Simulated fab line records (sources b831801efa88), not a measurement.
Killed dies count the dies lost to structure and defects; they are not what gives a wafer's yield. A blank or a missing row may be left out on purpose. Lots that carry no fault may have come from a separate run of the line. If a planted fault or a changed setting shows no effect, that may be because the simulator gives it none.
Chamber matching	flow sky130	SKY_VIA1_CMP_02 on cmp-01 has 4 sister chambers
The step polishes SiO2. 7 wafers are shown with their chamber, then 7 later ones without.

## WAFERS, EACH WITH ITS CHAMBER
wafer	chamber	motor-current-A (A)
L820.5	2	11.4
L820.6	1	11.8
L821.2	0	12.6
L821.3	2	11.7
L821.6	3	11.5
L825.1	1	11.7
L825.2	0	12.2

## WAFERS MISSING THEIR CHAMBER
wafer	motor-current-A (A)
L825.3	11.6
L826.1	12.0
L826.3	12.3
L826.6	11.5
L830.1	11.0
L830.4	11.4
L830.6	12.7

## WHICH CHAMBER EACH ONE RAN IN
wafer	from the rows above	in truth
L825.3	can't be placed: 2 or 3 or 1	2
L826.1	can't be placed: 1 or 0 or 2 or 3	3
L826.3	0	0
L826.6	can't be placed: 3 or 2 or 1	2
L830.1	can't be placed: 3 or 2 or 1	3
L830.4	can't be placed: 3 or 2 or 1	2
L830.6	0	0
2 of 7 placed correctly. Can't be placed from these rows: 5 (the true chamber is among the candidates in 5). Number placed wrongly: 0.
How it was worked out, from the rows above alone: a wafer's distance from a chamber is the root of the sum, over the readings, of the square of ((its reading less the chamber's mean) divided by the reading's scatter). If the next closest chamber is less than 2 further off than the closest, the wafer can't be placed; otherwise it belongs to the closest. The mean given for a chamber averages the wafers shown for that chamber. The scatter: the root of (the sum of the squares of (reading less its chamber's mean) over the shown wafers, divided by (wafers less chambers)).
